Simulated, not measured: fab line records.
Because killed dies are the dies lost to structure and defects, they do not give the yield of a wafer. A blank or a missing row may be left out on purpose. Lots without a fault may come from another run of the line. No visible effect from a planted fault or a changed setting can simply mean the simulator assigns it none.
Which tool did it? :: flow sky130 :: 14 lots, 42 wafers sampled, at 4 steps of a route of 708

WHAT THE GAUGES READ, wafer by wafer
SKY_LDD_LDN_TW_MEAS_13. Usual: LDD_LDN_TW 1484, standard deviation 12.
lot: L917
measured: day 22 13:29
on: film metro-03
LDD_LDN_TW: 1472 1466 1469
flag: 

lot: L919
measured: day 24 03:32
on: film metro-01
LDD_LDN_TW: 1498 1499 1496
flag: 

lot: L921
measured: day 24 08:34
on: film metro-01
LDD_LDN_TW: 1499 1499 1492
flag: 

lot: L922
measured: day 24 15:46
on: film metro-03
LDD_LDN_TW: 1469 1468 1464
flag: 

lot: L924
measured: day 25 10:00
on: film metro-03
LDD_LDN_TW: 1482 1471 1475
flag: 

lot: L927
measured: day 27 00:04
on: film metro-03
LDD_LDN_TW: 1463 1471 1466
flag: 

lot: L928
measured: day 27 02:11
on: film metro-03
LDD_LDN_TW: 1467 1479 1476
flag: 

lot: L929
measured: day 27 10:33
on: film metro-04
LDD_LDN_TW: 1495 1487 1489
flag: 

lot: L931
measured: day 28 05:04
on: film metro-01
LDD_LDN_TW: 1494 1494 1497
flag: 

lot: L932
measured: day 28 10:46
on: film metro-04
LDD_LDN_TW: 1486 1490 1486
flag: 

lot: L936
measured: day 29 21:40
on: film metro-03
LDD_LDN_TW: 1466 1470 1471
flag: 

lot: L935
measured: day 29 21:49
on: film metro-01
LDD_LDN_TW: 1496 1494 1493
flag: 

lot: L937
measured: day 30 01:05
on: film metro-04
LDD_LDN_TW: 1490 1493 1495
flag: 

lot: L940
measured: day 30 20:48
on: film metro-04
LDD_LDN_TW: 1496 1500 1491
flag: 

SKY_SD_N_TW_MEAS_12. Usual: SD_N_TW 4013, standard deviation 23.
lot: L917
measured: day 27 15:44
on: film metro-04
SD_N_TW: 4032 3995 4011
flag: 

lot: L919
measured: day 29 02:34
on: film metro-02
SD_N_TW: 4019 3993 4025
flag: 

lot: L921
measured: day 29 09:10
on: film metro-04
SD_N_TW: 4023 4027 4044
flag: 

lot: L922
measured: day 29 15:25
on: film metro-01
SD_N_TW: 4025 4035 4022
flag: 

lot: L924
measured: day 30 07:32
on: film metro-04
SD_N_TW: 4014 3992 4012
flag: 

lot: L927
measured: day 31 19:56
on: film metro-01
SD_N_TW: 3977 3974 4021
flag: 

lot: L928
measured: day 31 20:42
on: film metro-01
SD_N_TW: 3967 3958 3968
flag: 

lot: L929
measured: day 32 04:11
on: film metro-02
SD_N_TW: 4005 3981 3994
flag: 

lot: L931
measured: day 32 23:53
on: film metro-01
SD_N_TW: 4018 4018 4012
flag: 

lot: L932
measured: day 33 05:22
on: film metro-02
SD_N_TW: 3994 3998 4026
flag: 

lot: L936
measured: day 34 15:01
on: film metro-02
SD_N_TW: 3979 4000 3980
flag: 

lot: L935
measured: day 34 14:28
on: film metro-01
SD_N_TW: 4021 4013 4021
flag: 

lot: L937
measured: day 34 16:14
on: film metro-02
SD_N_TW: 4019 4009 4012
flag: 

lot: L940
measured: day 35 14:27
on: film metro-01
SD_N_TW: 4027 4013 4024
flag: 

SKY_SD_N_RS_MEAS_16: measures by four-point-probe. Usual: SD_N_RS 68.55 ohm/sq, standard deviation 0.13.
lot: L917
measured: day 27 16:02
on: film metro-02
SD_N_RS (ohm/sq): 68.48 68.55 68.49
flag: 

lot: L919
measured: day 29 02:52
on: film metro-04
SD_N_RS (ohm/sq): 68.67 68.70 68.67
flag: 

lot: L921
measured: day 29 09:28
on: film metro-01
SD_N_RS (ohm/sq): 68.78 68.55 68.73
flag: 

lot: L922
measured: day 29 15:42
on: film metro-02
SD_N_RS (ohm/sq): 68.60 68.42 68.47
flag: 

lot: L924
measured: day 30 07:49
on: film metro-01
SD_N_RS (ohm/sq): 68.65 68.68 68.61
flag: 

lot: L927
measured: day 31 20:13
on: film metro-01
SD_N_RS (ohm/sq): 68.46 68.55 68.51
flag: 

lot: L928
measured: day 31 21:00
on: film metro-04
SD_N_RS (ohm/sq): 68.73 68.76 68.70
flag: 

lot: L929
measured: day 32 04:28
on: film metro-04
SD_N_RS (ohm/sq): 68.82 68.54 68.54
flag: 

lot: L931
measured: day 33 00:10
on: film metro-01
SD_N_RS (ohm/sq): 68.40 68.46 68.81
flag: 

lot: L932
measured: day 33 05:40
on: film metro-01
SD_N_RS (ohm/sq): 68.44 68.59 68.55
flag: 

lot: L936
measured: day 34 15:18
on: film metro-02
SD_N_RS (ohm/sq): 68.52 68.67 68.62
flag: 

lot: L935
measured: day 34 14:46
on: film metro-04
SD_N_RS (ohm/sq): 68.84 68.65 68.69
flag: 

lot: L937
measured: day 34 16:32
on: film metro-01
SD_N_RS (ohm/sq): 68.81 68.79 68.61
flag: 

lot: L940
measured: day 35 14:44
on: film metro-02
SD_N_RS (ohm/sq): 68.57 68.47 68.50
flag: 

WHAT TOOL EACH LOT RAN ON (gives the tool, then ch and the chambers of the sampled wafers, and finally the start)
lot: L917
SKY_SD_N_DEVELOP_06: litho track-03 ch 0, day 27 15:03

lot: L919
SKY_SD_N_DEVELOP_06: litho track-03 ch 0, day 29 01:54

lot: L921
SKY_SD_N_DEVELOP_06: litho track-04 ch 0, day 29 08:29

lot: L922
SKY_SD_N_DEVELOP_06: litho track-01 ch 0, day 29 14:43

lot: L924
SKY_SD_N_DEVELOP_06: litho track-03 ch 0, day 30 06:49

lot: L927
SKY_SD_N_DEVELOP_06: litho track-01 ch 0, day 31 19:14

lot: L928
SKY_SD_N_DEVELOP_06: litho track-03 ch 0, day 31 20:01

lot: L929
SKY_SD_N_DEVELOP_06: litho track-04 ch 0, day 32 03:29

lot: L931
SKY_SD_N_DEVELOP_06: litho track-03 ch 0, day 32 23:10

lot: L932
SKY_SD_N_DEVELOP_06: litho track-04 ch 0, day 33 04:41

lot: L936
SKY_SD_N_DEVELOP_06: litho track-01 ch 0, day 34 14:19

lot: L935
SKY_SD_N_DEVELOP_06: litho track-01 ch 0, day 34 13:44

lot: L937
SKY_SD_N_DEVELOP_06: litho track-01 ch 0, day 34 15:34

lot: L940
SKY_SD_N_DEVELOP_06: litho track-04 ch 0, day 35 13:46
- SKY_SD_N_DEVELOP_06: develop time 60 s.

AS READ BY THE TOOLS THEMSELVES (means over the sampled wafers that have a number; for cases with no such wafer, the mark the record gives instead)
SKY_SD_N_DEVELOP_06. Usual: developer temp C at 23.02 C, with a standard deviation of 0.094.
lot: L917
tool: litho track-03
developer temp C (C): 23.02
flag: 

lot: L919
tool: litho track-03
developer temp C (C): 22.89
flag: 

lot: L921
tool: litho track-04
developer temp C (C): 23.02
flag: 

lot: L922
tool: litho track-01
developer temp C (C): 23.03
flag: 

lot: L924
tool: litho track-03
developer temp C (C): 23.11
flag: 

lot: L927
tool: litho track-01
developer temp C (C): 23.07
flag: 

lot: L928
tool: litho track-03
developer temp C (C): 23.06
flag: 

lot: L929
tool: litho track-04
developer temp C (C): 23.06
flag: 

lot: L931
tool: litho track-03
developer temp C (C): 22.95
flag: 

lot: L932
tool: litho track-04
developer temp C (C): 23.10
flag: 

lot: L936
tool: litho track-01
developer temp C (C): 22.18
flag: OFF

lot: L935
tool: litho track-01
developer temp C (C): 22.99
flag: 

lot: L937
tool: litho track-01
developer temp C (C): 22.17
flag: OFF

lot: L940
tool: litho track-04
developer temp C (C): 22.98
flag: 

THE ANSWER, worked out from the rows above alone
Rule: a lot is off if the mean of its wafers that have a number lies more than 3 standard deviations from the usual mean. Also off: a lot with no number at a reading for which 4 or more lots have one. The other lots that the step has rows for count as sound. First the gauges in route order, then the tools' own readings, where a lot's mean is used as printed above. At the first step where some lot is off, the reading lying furthest off is the one used; lots without a number count as furthest.
Off: L936, L937 (SKY_SD_N_DEVELOP_06, developer temp C).
A tool fits if, at that step or a process step before it, it ran every lot that is off, and no sound lot after the first of them. One candidate fits, namely litho track-01 at SKY_SD_N_DEVELOP_06. A fault onset in the window from L935 (day 34 13:44, its last sound lot) to L936 (day 34 14:19, its first lot off) fits.
On the lots that are off, the tool's own readings at SKY_SD_N_DEVELOP_06 differ by more than 5 times the standard deviation of the sound lots' means, which bears it out; developer temp C reads 22.18 C there versus 23.02 C on the sound lots.

WHAT THE SIMULATOR HAD PUT IN
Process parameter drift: litho track-01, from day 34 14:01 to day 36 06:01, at SKY_SD_N_DEVELOP_06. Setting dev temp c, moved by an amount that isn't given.
Lots struck among those shown: L936, L937. This agrees with what the rule above found.
